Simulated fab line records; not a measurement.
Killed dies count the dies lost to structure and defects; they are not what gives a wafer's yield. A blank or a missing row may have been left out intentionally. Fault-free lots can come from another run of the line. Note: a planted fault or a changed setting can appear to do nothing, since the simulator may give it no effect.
2 desks looking at one fault / flow sky130 / numbers are kept per desk, each desk with only its own; the story behind them comes last

## AT THE METROLOGY DESK
What the gauges read for every lot (on any tool): the sampled wafers with a number, averaged. If a lot's mean is further than 4 standard deviations from the usual mean, the lot is out of limits and carries the mark OUT (the distance appears in the brackets).
Columns: A = CAP2M_CVD_00_THK at SKY_CAP2M_THK_MEAS_01, usual 15.57 nm
lot=L275; first seen here=day 40 05:58; A=15.30
lot=L273; first seen here=day 40 06:56; A=15.17
lot=L277; first seen here=day 41 01:02; A=15.33
lot=L283; first seen here=day 43 10:35; A=15.47
lot=L284; first seen here=day 43 15:26; A=15.85
lot=L286; first seen here=day 43 21:01; A=15.51
lot=L287; first seen here=day 44 00:32; A=15.35
lot=L288; first seen here=day 44 08:30; A=15.88
lot=L289; first seen here=day 44 11:48; A=15.76
lot=L292; first seen here=day 45 13:23; A=15.43
lot=L293; first seen here=day 45 14:40; A=15.60
lot=L294; first seen here=day 45 20:22; A=15.89
This desk's verdict: no lot among the 12 shows anything out of limits.

## AT THE TOOL OWNER'S DESK: pvdSputter-01
The tool's own readings at SKY_METAL4_SPUTTER_00 (material Ti, target thk 15 nm, time 10 s): means of the sampled wafers that have a number, for each lot that ran on this tool. If a lot's mean is further than 4 standard deviations from the usual mean, the lot is out of limits and carries the mark OUT (the distance appears in the brackets).
Columns: A = cathodeDcPowerW at SKY_METAL4_SPUTTER_00, usual 3000.0 W; B = chamberPressurePa at SKY_METAL4_SPUTTER_00, usual 0.4000 Pa; C = throttleValvePct at SKY_METAL4_SPUTTER_00, usual 29.7 %
lot=L277; first seen here=day 41 00:52; A=3000.4; B=0.3999; C=29.7
lot=L287; first seen here=day 44 00:20; A=3000.0; B=0.4008; C=29.7
lot=L288; first seen here=day 44 08:19; A=2999.8; B=0.4000; C=30.0
lot=L289; first seen here=day 44 11:37; A=3000.4; B=0.4004; C=30.0
lot=L294; first seen here=day 45 20:10; A=3000.3; B=0.3998; C=29.9
This desk's verdict: no lot among the 5 shows anything out of limits.

## PUT TOGETHER
The metrology desk saw nothing out of limits.
Nothing out of limits was seen by the tool owner's desk.

## WHAT THE SIMULATOR PUT IN
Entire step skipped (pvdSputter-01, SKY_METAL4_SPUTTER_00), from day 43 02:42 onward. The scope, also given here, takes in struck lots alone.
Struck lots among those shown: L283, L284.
